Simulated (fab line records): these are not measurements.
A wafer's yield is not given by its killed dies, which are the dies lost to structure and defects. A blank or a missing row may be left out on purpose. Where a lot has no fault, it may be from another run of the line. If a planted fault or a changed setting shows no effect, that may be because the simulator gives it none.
Which of the tools did it? :: flow sky130 :: Sampling: 15 lots, 45 wafers, 5 of 708 route steps

WHAT THE GAUGES READ, wafer by wafer
SKY_FIELD_ISO_THK_MEAS_25.
lot: L966
measured: day 2 06:00
on: film metro-02
FIELD_ISO_CVD_24_THK (nm): 593 590 588

lot: L967
measured: day 2 12:29
on: film metro-03
FIELD_ISO_CVD_24_THK (nm): 584 590 589

lot: L972
measured: day 3 16:38
on: film metro-02
FIELD_ISO_CVD_24_THK (nm): 607 596 601

lot: L973
measured: day 3 19:32
on: film metro-03
FIELD_ISO_CVD_24_THK (nm): 594 601 595

lot: L974
measured: day 3 22:41
on: film metro-02
FIELD_ISO_CVD_24_THK (nm): 597 598 600

lot: L979
measured: day 5 02:44
on: film metro-02
FIELD_ISO_CVD_24_THK (nm): 602 600 601

lot: L981
measured: day 5 13:49
on: film metro-01
FIELD_ISO_CVD_24_THK (nm): 600 606 601

lot: L982
measured: day 5 20:47
on: film metro-02
FIELD_ISO_CVD_24_THK (nm): 596 597 595

lot: L983
measured: day 6 03:37
on: film metro-01
FIELD_ISO_CVD_24_THK (nm): 593 599 584

lot: L984
measured: day 6 03:37
on: film metro-03
FIELD_ISO_CVD_24_THK (nm): 593 595 593

lot: L985
measured: day 6 13:29
on: film metro-01
FIELD_ISO_CVD_24_THK (nm): 594 601 592

lot: L986
measured: day 6 22:41
on: film metro-03
FIELD_ISO_CVD_24_THK (nm): 598 592 600

lot: L987
measured: day 6 22:41
on: film metro-02
FIELD_ISO_CVD_24_THK (nm): 601 586 593

lot: L988
measured: day 7 08:24
on: film metro-01
FIELD_ISO_CVD_24_THK (nm): 587 592 596

lot: L989
measured: day 7 09:35
on: film metro-02
FIELD_ISO_CVD_24_THK (nm): 593 595 592

SKY_VT_ADJUST_HVTP_OVL_MEAS_08.
lot: L966
measured: day 5 22:28
on: overlay-01
VT_ADJUST_HVTP_OVL (nm): -0.5 -1.3 -0.5

lot: L967
measured: day 6 04:59
on: overlay-01
VT_ADJUST_HVTP_OVL (nm): 1.4 0.2 -0.7

lot: L972
measured: day 7 12:53
on: overlay-02
VT_ADJUST_HVTP_OVL (nm): 1.5 -0.9 -0.7

lot: L973
measured: day 7 16:31
on: overlay-01
VT_ADJUST_HVTP_OVL (nm): -1.4 -0.2 -1.2

lot: L974
measured: day 7 20:49
on: overlay-02
VT_ADJUST_HVTP_OVL (nm): -2.1 -1.8 -0.5

lot: L979
measured: day 9 06:16
on: overlay-02
VT_ADJUST_HVTP_OVL (nm): 0.2 0.4 1.5

lot: L981
measured: day 10 01:57
on: overlay-02
VT_ADJUST_HVTP_OVL (nm): -1.7 -0.4 0.3

lot: L982
measured: day 10 20:20
on: overlay-02
VT_ADJUST_HVTP_OVL (nm): 1.4 0.5 2.5

lot: L983
measured: day 11 05:51
on: overlay-02
VT_ADJUST_HVTP_OVL (nm): 0.2 0.6 1.9

lot: L984
measured: day 11 06:34
on: overlay-01
VT_ADJUST_HVTP_OVL (nm): 0.5 -0.5 0.1

lot: L985
measured: day 11 13:50
on: overlay-02
VT_ADJUST_HVTP_OVL (nm): 3.1 2.1 -0.1

lot: L986
measured: day 11 21:04
on: overlay-02
VT_ADJUST_HVTP_OVL (nm): 0.4 0.1 0.9

lot: L987
measured: day 11 20:07
on: overlay-02
VT_ADJUST_HVTP_OVL (nm): -0.2 -0.9 0.1

lot: L988
measured: day 12 06:05
on: overlay-01
VT_ADJUST_HVTP_OVL (nm): -0.5 -0.6 -2.7

lot: L989
measured: day 12 05:26
on: overlay-02
VT_ADJUST_HVTP_OVL (nm): -1.1 -0.4 0.6

SKY_VT_ADJUST_LVTN_TW_MEAS_21.
lot: L966
measured: day 7 09:39
on: film metro-01
VT_ADJUST_LVTN_2_TW: 188.9 188.5 188.0

lot: L967
measured: day 7 16:58
on: film metro-01
VT_ADJUST_LVTN_2_TW: 188.7 187.9 187.0

lot: L972
measured: day 9 06:48
on: film metro-01
VT_ADJUST_LVTN_2_TW: 30.3 30.2 30.2

lot: L973
measured: day 9 09:35
on: film metro-04
VT_ADJUST_LVTN_2_TW: 29.6 29.7 29.5

lot: L974
measured: day 9 15:51
on: film metro-04
VT_ADJUST_LVTN_2_TW: 29.6 29.7 29.8

lot: L979
measured: day 11 04:04
on: film metro-01
VT_ADJUST_LVTN_2_TW: 189.8 188.7 189.0

lot: L981
measured: day 12 01:36
on: film metro-01
VT_ADJUST_LVTN_2_TW: 188.6 187.9 188.6

lot: L982
measured: day 12 21:07
on: film metro-04
VT_ADJUST_LVTN_2_TW: 185.4 186.2 184.9

lot: L983
measured: day 13 07:16
on: film metro-01
VT_ADJUST_LVTN_2_TW: 191.0 190.1 189.0

lot: L984
measured: day 13 07:36
on: film metro-04
VT_ADJUST_LVTN_2_TW: 184.5 183.8 184.8

lot: L985
measured: day 13 15:51
on: film metro-04
VT_ADJUST_LVTN_2_TW: 185.7 184.5 185.5

lot: L986
measured: day 13 23:19
on: film metro-02
VT_ADJUST_LVTN_2_TW: 193.0 191.7 192.9

lot: L987
measured: day 13 21:59
on: film metro-02
VT_ADJUST_LVTN_2_TW: 191.7 192.1 192.3

lot: L988
measured: day 14 09:01
on: film metro-01
VT_ADJUST_LVTN_2_TW: 189.4 189.2 190.8

lot: L989
measured: day 14 07:23
on: film metro-04
VT_ADJUST_LVTN_2_TW: 186.7 185.7 186.1

TOOL THAT RAN EACH LOT (tool first, then ch and the chambers of the sampled wafers, then the start)
lot: L966
SKY_FIELD_ISO_ETCH_14: rie diel-04 ch 0,3, day 2 04:10
SKY_VT_ADJUST_LVTN_IMPLANT_19: implanter-02 ch 0, day 7 09:24

lot: L967
SKY_FIELD_ISO_ETCH_14: rie diel-03 ch 0,3, day 2 10:37
SKY_VT_ADJUST_LVTN_IMPLANT_19: implanter-03 ch 0, day 7 16:43

lot: L972
SKY_FIELD_ISO_ETCH_14: rie diel-02 ch 0,2,3, day 3 14:47
SKY_VT_ADJUST_LVTN_IMPLANT_19: implanter-02, day 9 06:33

lot: L973
SKY_FIELD_ISO_ETCH_14: rie diel-03 ch 0,1,3, day 3 17:07
SKY_VT_ADJUST_LVTN_IMPLANT_19: implanter-04, day 9 09:22

lot: L974
SKY_FIELD_ISO_ETCH_14: rie diel-03 ch 0,1,2, day 3 20:50
SKY_VT_ADJUST_LVTN_IMPLANT_19: implanter-03, day 9 15:36

lot: L979
SKY_FIELD_ISO_ETCH_14: rie diel-02 ch 0,1,2, day 5 00:17
SKY_VT_ADJUST_LVTN_IMPLANT_19: implanter-03 ch 0, day 11 03:49

lot: L981
SKY_FIELD_ISO_ETCH_14: rie diel-03 ch 1,3, day 5 11:19
SKY_VT_ADJUST_LVTN_IMPLANT_19: implanter-03 ch 0, day 12 01:21

lot: L982
SKY_FIELD_ISO_ETCH_14: rie diel-02 ch 0,1, day 5 15:26
SKY_VT_ADJUST_LVTN_IMPLANT_19: implanter-03 ch 0, day 12 20:52

lot: L983
SKY_FIELD_ISO_ETCH_14: rie diel-02 ch 1,3, day 5 21:47
SKY_VT_ADJUST_LVTN_IMPLANT_19: implanter-02 ch 0, day 13 07:01

lot: L984
SKY_FIELD_ISO_ETCH_14: rie diel-03 ch 0,1, day 6 01:07
SKY_VT_ADJUST_LVTN_IMPLANT_19: implanter-04 ch 0, day 13 07:21

lot: L985
SKY_FIELD_ISO_ETCH_14: rie diel-03 ch 0,1,3, day 6 06:47
SKY_VT_ADJUST_LVTN_IMPLANT_19: implanter-02 ch 0, day 13 15:36

lot: L986
SKY_FIELD_ISO_ETCH_14: rie diel-04 ch 0,1,2, day 6 14:08
SKY_VT_ADJUST_LVTN_IMPLANT_19: implanter-04 ch 0, day 13 23:05

lot: L987
SKY_FIELD_ISO_ETCH_14: rie diel-04 ch 0,1,2, day 6 20:19
SKY_VT_ADJUST_LVTN_IMPLANT_19: implanter-04 ch 0, day 13 21:46

lot: L988
SKY_FIELD_ISO_ETCH_14: rie diel-04 ch 0,2,3, day 7 06:22
SKY_VT_ADJUST_LVTN_IMPLANT_19: implanter-02 ch 0, day 14 08:46

lot: L989
SKY_FIELD_ISO_ETCH_14: rie diel-03 ch 0,2,3, day 7 06:29
SKY_VT_ADJUST_LVTN_IMPLANT_19: implanter-04 ch 0, day 14 07:08
- SKY_FIELD_ISO_ETCH_14: etches BARC in N2/H2, stops on SiO2, time 45.9 s, target depth 60 nm.
- SKY_VT_ADJUST_LVTN_IMPLANT_19

AS READ BY THE TOOLS THEMSELVES (means over the sampled wafers that have a number; for cases with no such wafer, the mark the record gives instead)
SKY_FIELD_ISO_ETCH_14.
lot: L966
tool: rie diel-04
chamber pressure mTorr (mTorr): 30.004
drypump motor current A (A): 5.94
oes product au (a.u.): 0.857
throttle valve pct (%): 13.228

lot: L967
tool: rie diel-03
chamber pressure mTorr (mTorr): 29.998
drypump motor current A (A): 5.72
oes product au (a.u.): 0.857
throttle valve pct (%): 13.221

lot: L972
tool: rie diel-02
chamber pressure mTorr (mTorr): 30.003
drypump motor current A (A): 5.89
oes product au (a.u.): 0.854
throttle valve pct (%): 13.226

lot: L973
tool: rie diel-03
chamber pressure mTorr (mTorr): 30.007
drypump motor current A (A): 5.79
oes product au (a.u.): 0.857
throttle valve pct (%): 13.230

lot: L974
tool: rie diel-03
chamber pressure mTorr (mTorr): 29.998
drypump motor current A (A): 5.64
oes product au (a.u.): 0.856
throttle valve pct (%): 13.230

lot: L979
tool: rie diel-02
chamber pressure mTorr (mTorr): 30.002
drypump motor current A (A): 5.67
oes product au (a.u.): 0.856
throttle valve pct (%): 13.220

lot: L981
tool: rie diel-03
chamber pressure mTorr (mTorr): 30.004
drypump motor current A (A): 5.90
oes product au (a.u.): 0.854
throttle valve pct (%): 13.237

lot: L982
tool: rie diel-02
chamber pressure mTorr (mTorr): 30.007
drypump motor current A (A): 5.70
oes product au (a.u.): 0.859
throttle valve pct (%): 13.225

lot: L983
tool: rie diel-02
chamber pressure mTorr (mTorr): 29.992
drypump motor current A (A): 6.29
oes product au (a.u.): 0.858
throttle valve pct (%): 13.226

lot: L984
tool: rie diel-03
chamber pressure mTorr (mTorr): 30.001
drypump motor current A (A): 5.70
oes product au (a.u.): 0.861
throttle valve pct (%): 13.225

lot: L985
tool: rie diel-03
chamber pressure mTorr (mTorr): 29.977
drypump motor current A (A): 5.80
oes product au (a.u.): 0.859
throttle valve pct (%): 13.227

lot: L986
tool: rie diel-04
chamber pressure mTorr (mTorr): 30.004
drypump motor current A (A): 5.68
oes product au (a.u.): 0.856
throttle valve pct (%): 13.219

lot: L987
tool: rie diel-04
chamber pressure mTorr (mTorr): 29.970
drypump motor current A (A): 5.69
oes product au (a.u.): 0.862
throttle valve pct (%): 13.220

lot: L988
tool: rie diel-04
chamber pressure mTorr (mTorr): 29.979
drypump motor current A (A): 5.81
oes product au (a.u.): 0.856
throttle valve pct (%): 13.226

lot: L989
tool: rie diel-03
chamber pressure mTorr (mTorr): 29.995
drypump motor current A (A): 5.64
oes product au (a.u.): 0.860
throttle valve pct (%): 13.229

SKY_VT_ADJUST_LVTN_IMPLANT_19.
lot: L966
tool: implanter-02
beam energy keV: 30.002
beam on s (s): 9.97

lot: L967
tool: implanter-03
beam energy keV: 29.997
beam on s (s): 9.68

lot: L972
tool: implanter-02
beam energy keV: -
beam on s (s): -

lot: L973
tool: implanter-04
beam energy keV: -
beam on s (s): -

lot: L974
tool: implanter-03
beam energy keV: -
beam on s (s): -

lot: L979
tool: implanter-03
beam energy keV: 29.998
beam on s (s): 10.00

lot: L981
tool: implanter-03
beam energy keV: 29.999
beam on s (s): 9.75

lot: L982
tool: implanter-03
beam energy keV: 29.991
beam on s (s): 9.99

lot: L983
tool: implanter-02
beam energy keV: 29.998
beam on s (s): 10.02

lot: L984
tool: implanter-04
beam energy keV: 29.991
beam on s (s): 9.83

lot: L985
tool: implanter-02
beam energy keV: 30.010
beam on s (s): 9.97

lot: L986
tool: implanter-04
beam energy keV: 29.996
beam on s (s): 10.02

lot: L987
tool: implanter-04
beam energy keV: 30.007
beam on s (s): 10.07

lot: L988
tool: implanter-02
beam energy keV: 29.992
beam on s (s): 9.94

lot: L989
tool: implanter-04
beam energy keV: 29.994
beam on s (s): 9.98

THE ANSWER, worked out from the rows above alone
Rule: usual is defined by the lots themselves. Put in order of their means at a reading, lots are off if they are a third of the lots or fewer, leave a main group of 4 or more, and stand apart from it by a gap of 3 or more times the standard deviation of the main group's means; of several such gaps the widest counts. Not used: any main group whose means are identical at the precision the tables above print for the reading. Also off: a lot with no number at a reading for which 4 or more lots have one. Any other lot the step has rows for is counted as sound. Order of review: gauges by route order, followed by the tools' own readings, for which a lot's mean as printed above is used. At the first step where some lot is off, the reading lying furthest off is the one used; lots without a number count as furthest.
Off: L972, L973, L974, seen at SKY_VT_ADJUST_LVTN_TW_MEAS_21 (VT_ADJUST_LVTN_2_TW). The main group has a mean of 188.3 with a standard deviation of 2.5.
If a tool, at a process step before that reading, ran all the lots that are off and no sound lot after the first of them, it fits. The gauges at SKY_VT_ADJUST_LVTN_TW_MEAS_21 aren't tried: what is off there is off at SKY_VT_ADJUST_LVTN_IMPLANT_19 too, on other tools, and a gauge's error can't cause that. Of those tried, none fits.

WHAT HAD BEEN PUT IN BY THE SIMULATOR
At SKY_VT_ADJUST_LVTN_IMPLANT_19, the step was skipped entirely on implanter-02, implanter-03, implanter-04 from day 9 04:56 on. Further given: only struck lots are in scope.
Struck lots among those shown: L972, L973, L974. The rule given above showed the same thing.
